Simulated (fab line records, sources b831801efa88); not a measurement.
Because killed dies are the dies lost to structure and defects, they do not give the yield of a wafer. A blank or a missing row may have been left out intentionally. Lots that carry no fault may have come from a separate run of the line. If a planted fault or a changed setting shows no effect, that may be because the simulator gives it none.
Which tool was responsible? -- flow sky130 -- 13 lots with 39 wafers sampled at 5 steps, on a route of 708 steps

== WHAT EACH GAUGE READ, for each wafer ==
SKY_POLY_GATE_THK_MEAS_01. Usual: POLY_GATE_CVD_00_THK gives 179.7 nm (standard deviation 1.6).
lot,measured,on,POLY_GATE_CVD_00_THK (nm),flag
L414,day 14 09:30,film_metro-03,181.5 180.5 179.5,
L417,day 15 07:28,film_metro-03,180.6 178.8 179.1,
L416,day 15 10:22,film_metro-02,181.0 180.0 180.0,
L418,day 16 04:41,film_metro-01,196.3 196.9 195.2,OFF
L419,day 16 19:10,film_metro-03,200.9 200.0 199.2,OFF
L421,day 17 02:41,film_metro-03,197.0 198.1 199.6,OFF
L428,day 19 16:13,film_metro-03,181.8 180.7 180.8,
L430,day 19 21:57,film_metro-03,176.2 176.9 176.5,
L432,day 20 16:11,film_metro-02,180.0 180.8 180.2,
L433,day 21 03:17,film_metro-03,180.3 179.0 179.5,
L434,day 21 08:07,film_metro-03,181.3 180.3 182.1,
L435,day 21 15:46,film_metro-02,180.1 180.6 178.6,
L436,day 22 08:13,film_metro-01,179.1 180.0 178.7,

SKY_SD_N_OVL_MEAS_08. Usual: SD_N_OVL gives 0.1 nm (standard deviation 1.4).
lot,measured,on,SD_N_OVL (nm),flag
L414,day 28 06:40,overlay-01,0.0 0.4 1.1,
L417,day 29 04:52,overlay-01,1.8 1.4 1.7,
L416,day 29 10:39,overlay-02,-1.0 -2.1 -2.0,
L418,day 30 05:14,overlay-02,-0.5 0.2 -0.9,
L419,day 30 21:26,overlay-02,1.9 -0.5 -0.5,
L421,day 31 00:13,overlay-02,0.1 1.5 -0.6,
L428,day 33 12:27,overlay-02,-0.1 1.1 1.8,
L430,day 33 13:35,overlay-01,1.0 -0.7 0.3,
L432,day 34 04:52,overlay-01,-1.4 -0.3 0.2,
L433,day 34 15:04,overlay-02,1.7 -1.3 -0.8,
L434,day 34 18:22,overlay-02,0.2 1.7 2.2,
L435,day 35 02:08,overlay-01,-0.5 -2.0 0.0,
L436,day 35 16:32,overlay-02,-1.3 0.0 1.6,

SKY_SD_N_RS_MEAS_16: measures by four-point-probe. Usual: SD_N_RS gives 68.55 ohm/sq (standard deviation 0.11).
lot,measured,on,SD_N_RS (ohm/sq),flag
L414,day 28 07:23,film_metro-01,68.61 68.52 68.41,
L417,day 29 05:38,film_metro-01,68.67 68.62 68.68,
L416,day 29 11:23,film_metro-01,68.71 68.55 68.60,
L418,day 30 05:58,film_metro-03,68.47 68.56 68.60,
L419,day 30 22:09,film_metro-02,68.70 68.45 68.64,
L421,day 31 00:57,film_metro-02,68.56 68.55 68.61,
L428,day 33 13:11,film_metro-03,68.62 68.48 68.60,
L430,day 33 14:20,film_metro-01,68.63 68.43 68.69,
L432,day 34 05:38,film_metro-01,68.58 68.39 68.40,
L433,day 34 15:47,film_metro-02,68.48 68.70 68.72,
L434,day 34 19:08,film_metro-02,68.71 68.68 68.66,
L435,day 35 02:52,film_metro-02,68.56 68.55 68.47,
L436,day 35 17:17,film_metro-03,68.59 68.68 68.68,

SKY_CONTACT_BOW_MEAS_05. Usual: CONTACT_BOW gives 83 um (standard deviation 7.8).
lot,measured,on,CONTACT_BOW (um),flag
L414,day 30 19:41,film_metro-04,85 85 73,
L417,day 31 18:38,film_metro-02,83 82 76,
L416,day 31 23:27,film_metro-03,81 90 86,
L418,day 32 19:01,film_metro-02,76 83 80,
L419,day 33 10:09,film_metro-04,88 79 82,
L421,day 33 11:55,film_metro-03,84 75 89,
L428,day 35 21:57,film_metro-02,84 90 76,
L430,day 35 22:41,film_metro-02,95 78 85,
L432,day 36 15:02,film_metro-02,92 86 78,
L433,day 37 01:55,film_metro-03,93 84 89,
L434,day 37 02:59,film_metro-02,99 93 90,
L435,day 37 10:16,film_metro-03,88 84 82,
L436,day 38 00:26,film_metro-02,80 76 100,

== WHICH TOOL RAN EACH LOT (tool, then ch and the chambers of the sampled wafers, then the start) ==
lot,SKY_POLY_GATE_CVD_00
L414,"lpcvd-01 ch 1, day 14 08:18"
L417,"lpcvd-01 ch 0, day 15 06:16"
L416,"lpcvd-01 ch 1, day 15 09:10"
L418,"lpcvd-01 ch 0, day 16 03:29"
L419,"lpcvd-01 ch 1, day 16 17:22"
L421,"lpcvd-01 ch 0, day 17 01:28"
L428,"lpcvd-01 ch 0, day 19 14:58"
L430,"lpcvd-01 ch 1, day 19 20:44"
L432,"lpcvd-01 ch 0, day 20 14:59"
L433,"lpcvd-01 ch 1, day 21 02:05"
L434,"lpcvd-01 ch 0, day 21 06:53"
L435,"lpcvd-01 ch 0, day 21 14:34"
L436,"lpcvd-01 ch 0, day 22 07:01"
- SKY_POLY_GATE_CVD_00: deposits poly-Si, target thk 180 nm, time 720 s.

== AS READ BY THE TOOLS THEMSELVES (means over the sampled wafers that have a number; for cases with no such wafer, the mark the record gives instead) ==
SKY_POLY_GATE_CVD_00. Usual: pressure_mtorr 200.0 mTorr, standard deviation 0.37; susceptor_temp_C 619.93 C, standard deviation 0.29; zone_power_centre_pct 9.8 %, standard deviation 0.91.
lot,tool,pressure_mtorr (mTorr),susceptor_temp_C (C),zone_power_centre_pct (%),flag
L414,lpcvd-01,200.1,619.79,10.7,
L417,lpcvd-01,199.8,620.25,8.9,
L416,lpcvd-01,200.1,619.75,10.8,
L418,lpcvd-01,240.2,619.87,9.0,OFF
L419,lpcvd-01,239.2,619.85,10.7,OFF
L421,lpcvd-01,239.6,620.15,9.0,OFF
L428,lpcvd-01,200.2,620.22,9.0,
L430,lpcvd-01,200.0,619.83,10.8,
L432,lpcvd-01,200.1,619.92,8.9,
L433,lpcvd-01,200.5,619.83,10.7,
L434,lpcvd-01,200.1,619.90,9.0,
L435,lpcvd-01,199.6,619.82,9.0,
L436,lpcvd-01,200.1,620.05,8.7,

== THE ANSWER, worked out from the rows above alone ==
Rule: a lot counts as off when the mean over its wafers that have a number is more than 3 standard deviations away from the usual mean. Also off: a lot with no number at a reading for which 4 or more lots have one. Where the step has rows for the other lots, those lots are counted as sound. The gauges are gone through in route order, then the tools' own readings, and for those a lot's mean is taken as printed above. At the first step where some lot is off, the reading lying furthest off is the one used; lots without a number count as furthest.
Off: L418, L419, L421, seen at SKY_POLY_GATE_THK_MEAS_01 (POLY_GATE_CVD_00_THK).
If a tool, at a process step before that reading, ran all the lots that are off and no sound lot after the first of them, it fits. Not tried: the gauges at SKY_POLY_GATE_THK_MEAS_01; whatever is off there is also off at SKY_POLY_GATE_CVD_00, on other tools, and gauge error can't account for it. Not one of the candidates tried fits.

== WHAT THE SIMULATOR HAD INSERTED ==
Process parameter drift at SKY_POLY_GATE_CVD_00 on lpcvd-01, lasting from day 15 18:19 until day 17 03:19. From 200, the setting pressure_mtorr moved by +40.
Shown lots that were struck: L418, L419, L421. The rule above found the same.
